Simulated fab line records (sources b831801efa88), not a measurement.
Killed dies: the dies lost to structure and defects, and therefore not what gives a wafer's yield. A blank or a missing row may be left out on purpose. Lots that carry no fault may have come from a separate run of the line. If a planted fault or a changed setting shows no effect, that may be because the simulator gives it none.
fab line records | flow sky130
record lots=10 wafers=30 lastDay=51
route steps=708 shown VIA2@523 PASSIVATION@692 PAD_OPEN@701
lots untouched by any fault: they come from a run of this same line in which no faults occurred
startH: the number of hours between the record's first day and the start of the first shown wafer of the lot | waitH: hours since the lot's step before | " identical to the entry in the row above | L1.1+2: a row that stands for several wafers | - value missing, or start not given | * or withheld: withheld | < > ~ a bound
route shown NAME@n: names a module that has steps shown in the file, with the first one's number in the route | usual: average and standard deviation across the fault-free wafers | same: alike in all rows | chamber/n: place in a boat | sites: each site's reading | _std_site: standard deviation across them | _edge_site: mean of outer sites minus mean of inner sites | radiusMm: for every site, how far away it sits from the centre of the wafer | mask NAME#n: copy n | behind: the tool/chamber that last shaped the wafer | hold: what put the lot on hold/how long, in hours/how the hold closed | device: the n, p or np transistor that did not switch | end of line: the same wafers' tests at the end of the route | a step without rows: its recipe alone | killed: dies that structure and defects cost at the first sort, which is not the same as the wafer's yield | map: dies across one wafer; x = killed, . = not, _ = none there
set.NAME: the setting the step ran with; set.NAME@STEP: the setting that earlier step ran with | model.NAME: the simulator's own value behind a step, which no gauge read
a sample of lots followed through the steps of the route, with each step as a table and each wafer as a row
services: the hour from which a tool's chamber was out of use, counted from the record's first day as startH (under 0 if before that day), plus the number of hours and why
## steps
# step SKY_VIA2_STRIP_16
# recipe chemistry=O2/N2 powerW=1400 pressureMtorr=1500 platenTempC=withheld o2FlowSccm=3000 n2FlowSccm=300 overashFraction=0.5
# usual drypumpMotorCurrentA=5.63/0.25 n2FlowSccm=299.9/0.98 o2FlowSccm=3001/8.4 oesProductAu=0.399/0.0043 stripTimeToEndpointS=4.048/0.025
# same overashFraction=0.5
# columns lot.wafer tool chamber startH waitH drypumpMotorCurrentA n2FlowSccm o2FlowSccm oesProductAu rfHoursCounterH stripTimeToEndpointS
L416.2 plasmaAsher-01 0 880.93 0.0 5.57 298.8 2999 0.397 12 4.027
L416.4 " 0 " " 5.57 299.3 2992 0.402 - 4.078
L416.5 " 1 " " 5.71 300.1 2993 0.399 - 4.095
L417.3 plasmaAsher-03 1 884.75 0.1 5.20 300.0 3008 0.393 - 4.057
L417.5 " 1 " " 5.19 298.8 3003 0.401 - 4.048
L417.6 " 0 " " 5.81 301.0 3002 0.399 - 4.106
L420.4 plasmaAsher-03 1 911.95 0.1 5.21 298.9 2992 0.393 - 4.033
L420.5 " 1 " " 5.19 299.7 2997 0.403 - 4.042
L420.6 " 0 " " 5.85 300.7 3003 0.391 - 4.051
L425.1 plasmaAsher-03 0 941.12 0.0 5.85 300.5 2996 0.395 53 4.026
L425.5 " 1 " " 5.22 301.2 2995 0.394 - 4.047
L425.6 " 0 " " 5.83 298.9 3007 0.397 - 3.994
L431.1 plasmaAsher-01 1 986.58 0.0 5.74 299.8 3003 0.403 24 4.048
L431.2 " 0 " " 5.55 300.7 3012 0.404 24 4.057
L431.3 " 1 " " 5.75 299.7 2994 0.400 - 4.059
L432.4 plasmaAsher-02 1 989.31 0.1 5.73 301.6 3001 0.399 - 4.033
L432.5 " 0 " " 5.96 300.3 2998 0.396 - 4.075
L432.6 " 1 " " 5.73 300.2 3000 0.407 - 4.000
L433.2 plasmaAsher-02 0 996.52 0.0 5.96 299.6 3004 0.400 117 4.064
L433.3 " 0 " " 5.98 301.0 2990 0.397 - 4.026
L433.6 " 1 " " 5.74 301.4 2997 0.399 - 4.044
L434.4 plasmaAsher-01 0 998.00 0.1 5.57 301.1 3003 0.392 - 4.043
L434.5 " 0 " " 5.56 299.7 3003 0.397 - 4.010
L434.6 " 1 " " 5.74 300.6 3009 0.395 - 4.065
L436.3 plasmaAsher-01 0 1013.98 0.1 5.58 302.1 2997 0.399 - 4.041
L436.5 " 0 " " 5.58 301.1 3003 0.396 - 4.017
L436.6 " 1 " " 5.76 299.6 3004 0.396 - 4.062
L438.2 plasmaAsher-02 1 1027.18 0.0 5.75 298.7 3001 0.396 120 4.006
L438.4 " 1 " " 5.73 300.1 2996 0.410 - 4.082
L438.5 " 1 " " 5.68 299.8 2997 0.400 - 4.068
# step SKY_PASSIVATION_ETCH_11
# recipe chemistry=CF4/O2 targetDepthNm=725 stopOn=AlCu sourceW=800 biasW=150 pressureMtorr=150 cf4FlowSccm=80 O2_flow_sccm=10 timeS=161.1
# usual drypumpMotorCurrentA=5.7/0.44 oesProductAu=0.978/0.0065 throttleValvePct=5.965/0.01
# columns lot.wafer tool chamber startH waitH drypumpMotorCurrentA oesProductAu rfHoursCounterH throttleValvePct
L416.2 rieDiel-01 0 1086.67 - 5.8 0.978 21 5.964
L416.4 " 0 " " 5.8 0.984 - 5.978
L416.5 " 3 " " 5.9 0.981 - 5.971
L417.3 rieDiel-03 0 1088.27 - 6.7 0.990 14 5.997
L417.5 " 1 " " 5.9 0.989 - 5.968
L417.6 " 0 " " 6.7 0.978 - 5.984
L420.4 rieDiel-04 1 1111.42 - 5.8 0.977 0 5.990
L420.5 " 1 " " 5.8 0.978 - 5.966
L420.6 " 2 " " 5.5 0.986 - 5.961
L425.1 rieDiel-04 2 1133.96 - 5.5 0.980 31 5.965
L425.5 " 0 " " 5.3 0.976 - 5.957
L425.6 " 3 " " 6.2 0.974 - 5.965
L431.1 rieDiel-04 2 1171.87 - 5.5 0.982 33 5.954
L431.2 " 1 " " 5.8 0.974 3 5.968
L431.3 " 0 " " 5.3 0.976 20 5.975
L432.4 rieDiel-03 3 1172.22 - 5.3 0.979 14 5.959
L432.5 " 2 " " 5.4 0.978 - 5.972
L432.6 " 3 " " 5.3 0.981 - 5.971
L433.2 rieDiel-03 1 1178.62 - 5.9 0.969 21 5.978
L433.3 " 2 " " 5.4 0.963 21 5.957
L433.6 " 3 " " 5.3 0.979 - 5.962
L434.4 rieDiel-04 2 1179.17 - 5.5 0.986 - 5.964
L434.5 " 0 " " 5.3 0.972 - 5.963
L434.6 " 1 " " 5.9 0.985 - 5.956
L436.3 rieDiel-04 1 1191.67 - 5.9 0.968 4 5.946
L436.5 " 3 " " 6.2 0.972 - 5.964
L436.6 " 0 " " 5.3 0.973 - 5.951
L438.2 rieDiel-01 2 1202.16 - 5.5 0.971 14 5.952
L438.4 " 1 " " 4.9 0.976 22 5.958
L438.5 " 2 " " 5.5 0.985 - 5.961
# step SKY_PASSIVATION_STRIP_12
# recipe chemistry=O2/N2 powerW=1400 pressureMtorr=1500 platenTempC=withheld overashFraction=0.7 o2FlowSccm=3000 n2FlowSccm=300
# usual drypumpMotorCurrentA=5.61/0.27 n2FlowSccm=300.0/0.99 o2FlowSccm=3000/8.9 oesProductAu=0.661/0.0041 stripTimeToEndpointS=31.50/0.12
# same overashFraction=0.7
# columns lot.wafer tool chamber startH waitH drypumpMotorCurrentA n2FlowSccm o2FlowSccm oesProductAu rfHoursCounterH stripTimeToEndpointS
L416.2 plasmaAsher-03 0 1086.77 0.1 5.83 300.1 3009 0.664 68 31.21
L416.4 " 0 " " 5.86 299.6 2993 0.665 - 31.41
L416.5 " 0 " " 5.83 299.4 3009 0.658 - 31.22
L417.3 plasmaAsher-01 0 1088.41 0.1 5.57 301.4 3003 0.660 - 31.45
L417.5 " 1 " " 5.75 300.0 3003 0.664 - 31.41
L417.6 " 0 " " 5.58 299.4 3004 0.656 - 31.50
L420.4 plasmaAsher-03 1 1111.56 0.1 5.22 301.2 3012 0.664 - 31.47
L420.5 " 0 " " 5.82 300.1 3005 0.660 - 31.51
L420.6 " 1 " " 5.21 300.2 2999 0.654 - 31.42
L425.1 plasmaAsher-03 0 1134.06 0.1 5.85 302.0 3006 0.664 73 31.55
L425.5 " 1 " " 5.19 300.5 3012 0.665 - 31.58
L425.6 " 0 " " 5.88 300.9 2999 0.659 - 31.72
L431.1 plasmaAsher-02 0 1171.97 0.1 5.93 298.6 3016 0.659 11 31.65
L431.2 " 1 " " 5.71 300.1 2991 0.660 11 31.39
L431.3 " 0 " " 5.92 299.8 3001 0.662 - 31.57
L432.4 plasmaAsher-01 0 1172.36 0.1 5.55 300.4 2993 0.667 - 31.62
L432.5 " 1 " " 5.74 299.3 3005 0.662 - 31.55
L432.6 " 0 " " 5.57 301.2 3008 0.655 - 31.67
L433.2 plasmaAsher-02 1 1178.72 0.1 5.71 300.8 2997 0.668 12 31.42
L433.3 " 0 " " 5.97 301.1 2991 0.658 - 31.75
L433.6 " 0 " " 5.94 300.7 2992 0.647 - 31.78
L434.4 plasmaAsher-03 0 1179.26 0.0 5.82 299.0 3011 0.659 - 31.64
L434.5 " 0 " " 5.81 300.1 2990 0.655 - 31.67
L434.6 " 1 " " 5.20 299.3 3010 0.663 - 31.60
L436.3 plasmaAsher-01 0 1191.81 0.1 5.58 299.5 2995 0.665 - 31.41
L436.5 " 1 " " 5.76 300.3 2996 0.653 - 31.41
L436.6 " 0 " " 5.58 299.6 3011 0.659 - 31.58
L438.2 plasmaAsher-03 1 1202.26 0.1 5.21 299.5 3014 0.664 79 31.37
L438.4 " 1 " " 5.19 300.3 2992 0.665 - 31.43
L438.5 " 0 " " 5.88 298.8 2997 0.658 - 31.43
# step SKY_PAD_OPEN_ETCH_07
# recipe chemistry=CF4/O2 targetDepthNm=725 stopOn=AlCu sourceW=800 biasW=150 pressureMtorr=150 cf4FlowSccm=80 O2_flow_sccm=10 timeS=161.1
# usual drypumpMotorCurrentA=5.7/0.44 oesProductAu=0.977/0.0065 throttleValvePct=5.966/0.0093
# columns lot.wafer tool chamber startH waitH drypumpMotorCurrentA oesProductAu rfHoursCounterH throttleValvePct
L416.2 rieDiel-01 3 1107.64 - 5.9 0.976 5 5.968
L416.4 " 0 " " 5.8 0.992 22 5.979
L416.5 " 1 " " 4.9 0.972 - 5.969
L417.3 rieDiel-02 0 1110.01 - 5.3 0.979 5 5.963
L417.5 " 0 " " 5.2 0.985 - 5.961
L417.6 " 3 " " 6.1 0.986 - 5.976
L420.4 rieDiel-04 2 1131.87 - 5.5 0.972 31 5.969
L420.5 " 3 " " 6.1 0.985 - 5.981
L420.6 " 0 " " 5.3 0.982 - 5.949
L425.1 rieDiel-04 0 1154.11 - 5.3 0.975 19 5.963
L425.5 " 3 " " 6.2 0.980 - 5.969
L425.6 " 2 " " 5.5 0.979 - 5.963
L431.1 rieDiel-02 1 1189.09 - 5.6 0.983 19 5.975
L431.2 " 3 " " 6.1 0.962 20 5.950
L431.3 " 0 " " 5.2 0.971 8 5.955
L432.4 rieDiel-01 1 1189.79 - 4.9 0.978 22 5.963
L432.5 " 3 " " 5.9 0.975 - 5.985
L432.6 " 2 " " 5.4 0.983 - 5.983
L433.2 rieDiel-04 3 1195.77 - 6.2 0.977 29 5.952
L433.3 " 2 " " 5.5 0.963 34 5.960
L433.6 " 3 " " 6.1 0.974 - 5.978
L434.4 rieDiel-01 3 1196.61 - 5.9 0.982 8 5.973
L434.5 " 0 " " 5.8 0.975 - 5.959
L434.6 " 1 " " 4.9 0.973 - 5.957
L436.3 rieDiel-01 3 1208.51 - 5.9 0.975 9 5.963
L436.5 " 0 " " 5.8 0.968 - 5.959
L436.6 " 3 " " 5.9 0.980 - 5.969
L438.2 rieDiel-02 0 1217.82 - 5.2 0.969 9 5.954
L438.4 " 3 " " 6.1 0.984 21 5.970
L438.5 " 1 " " 5.5 0.977 - 5.962
# step SKY_PAD_OPEN_PROBE_99
# usual defectLimitedYield=82.8/2 killed_at_M0_to_M3=43/6.8 killed_at_M4_up=3.3/1.9 killedAtContacts=24/5.3 killedAtFrontEnd=14/4.3 killedAtOther=0.3/0.62 killedDies=85/9.8 killedOpen=46/8 killedShort=39/5.9 sort_bin_3_pad_short=0.8/0.39 sort_bin_5_function=10.2/1.5 sort_bin_6_memory=6.2/1.2 sortNPass=407/9.8 sortYieldPct=82.8/2
# same grossDies=492 killedAtBackSide=0 sort_bin_4_leakage[%]=0 sort_bin_8_speed[%]=0
# columns lot.wafer tool chamber startH waitH defectLimitedYield[%] killed_at_M0_to_M3 killed_at_M4_up killedAtContacts killedAtFrontEnd killedAtOther killedDies killedOpen killedShort sort_bin_3_pad_short[%] sort_bin_5_function[%] sort_bin_6_memory[%] sortNPass sortYieldPct[%]
L425.1 prober-02 - 1156.43 0.1 75.6 68 1 34 17 0 120 55 44 1.4 15.4 7.5 372 75.6
L425.5 prober-02 - 1156.63 0.2 81.5 47 1 26 17 0 91 41 50 0.4 10.8 7.3 401 81.5
L425.6 prober-02 - 1156.68 0.2 78.9 56 1 23 24 0 104 43 41 1.8 12.0 7.3 388 78.9
L431.2 prober-02 - 1191.48 0.1 81.9 45 1 22 21 0 89 47 42 1.2 11.2 5.7 403 81.9
L433.2 prober-02 - 1198.16 0.1 85.0 38 4 18 14 0 74 41 33 0.8 8.7 5.5 418 85.0
# killed by level:class
L425.1 VIA2:unspecified=21 CONTACT:geometricParticle:open=14 VIA2:geometricParticle:open=9 VIA1:geometricParticle:short=8 VIA1:geometricParticle:open=7 LI_CONTACT:geometricParticle:open=6 FIELD_ISO:geometricParticle:open=5 METAL1:geometricParticle:short=5
L425.5 CONTACT:geometricParticle:open=11 POLY_GATE:geometricParticle:short=8 METAL1:geometricParticle:short=8 VIA1:geometricParticle:short=7 LI_CONTACT:geometricParticle:open=6 VIA2:geometricParticle:short=5 VIA2:geometricParticle:open=5 VIA3:geometricParticle:short=5
L425.6 VIA2:unspecified=20 VIA1:geometricParticle:open=10 CONTACT:geometricParticle:open=9 POLY_GATE:geometricParticle:open=7 CONTACT:geometricParticle:short=7 POLY_GATE:geometricParticle:short=6 METAL2:geometricParticle:short=5 METAL1:geometricParticle:short=5
L431.2 VIA1:geometricParticle:open=9 VIA2:geometricParticle:open=7 LI_CONTACT:geometricParticle:short=6 LI_CONTACT:geometricParticle:open=6 METAL1:geometricParticle:short=6 FIELD_ISO:geometricParticle:open=5 POLY_GATE:geometricParticle:open=5 CONTACT:geometricParticle:open=5
L433.2 VIA1:geometricParticle:open=16 CONTACT:geometricParticle:open=5 FIELD_ISO:geometricParticle:open=4 POLY_GATE:geometricParticle:open=4 CONTACT:geometricParticle:short=4 METAL1:geometricParticle:short=4 METAL2:geometricParticle:short=4 POLY_GATE:geometricParticle:short=3
## services
# columns tool chamber startH hours kind
rieDiel-02 - 865.08 0.2 repair
plasmaAsher-02 - 880.79 18.3 repair
plasmaAsher-02 - 891.27 2.8 repair
plasmaAsher-03 - 908.00 0.4 repair
rieDiel-01 3 924.23 2.2 repair
rieDiel-03 - 928.22 0.3 repair
rieDiel-03 0 938.88 2.1 repair
rieDiel-03 - 950.06 0.2 repair
plasmaAsher-02 - 963.28 2.8 pm
rieDiel-04 - 984.95 1.3 repair
rieDiel-01 1 1020.60 18.3 repair
rieDiel-01 2 1023.12 3.8 repair
rieDiel-03 - 1042.42 1.1 repair
rieDiel-04 - 1052.20 2.8 pm
plasmaAsher-02 - 1055.25 9.0 pm
rieDiel-01 1 1063.39 18.1 repair
plasmaAsher-01 - 1066.00 9.7 repair
rieDiel-01 2 1085.65 4.3 repair
rieDiel-01 1 1088.68 1.8 repair
rieDiel-01 - 1136.05 10.0 pm
rieDiel-01 2 1156.82 1.7 repair
rieDiel-04 3 1169.30 11.0 repair
plasmaAsher-01 - 1178.47 2.1 repair
plasmaAsher-03 - 1187.52 2.8 pm
## key
firstSign step=SKY_PAD_OPEN_PROBE_99 reading=killed_at_M0_to_M3 direction=up sigmas=2.8 usual=43 struck=62
effect none on later readings
metAt SKY_VIA2_STRIP_16
struckLots L425
struckWafers L425.1,L425.6
notActingAt SKY_PASSIVATION_ETCH_11,SKY_PASSIVATION_STRIP_12,SKY_PAD_OPEN_ETCH_07
onsetBetween 911.95 941.12
fault kind=chamberParticleSource tool=plasmaAsher-03 chamber=0 onsetH=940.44 steps=SKY_VIA2_STRIP_16 ratePerVisitCm2=0.45207 endH=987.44
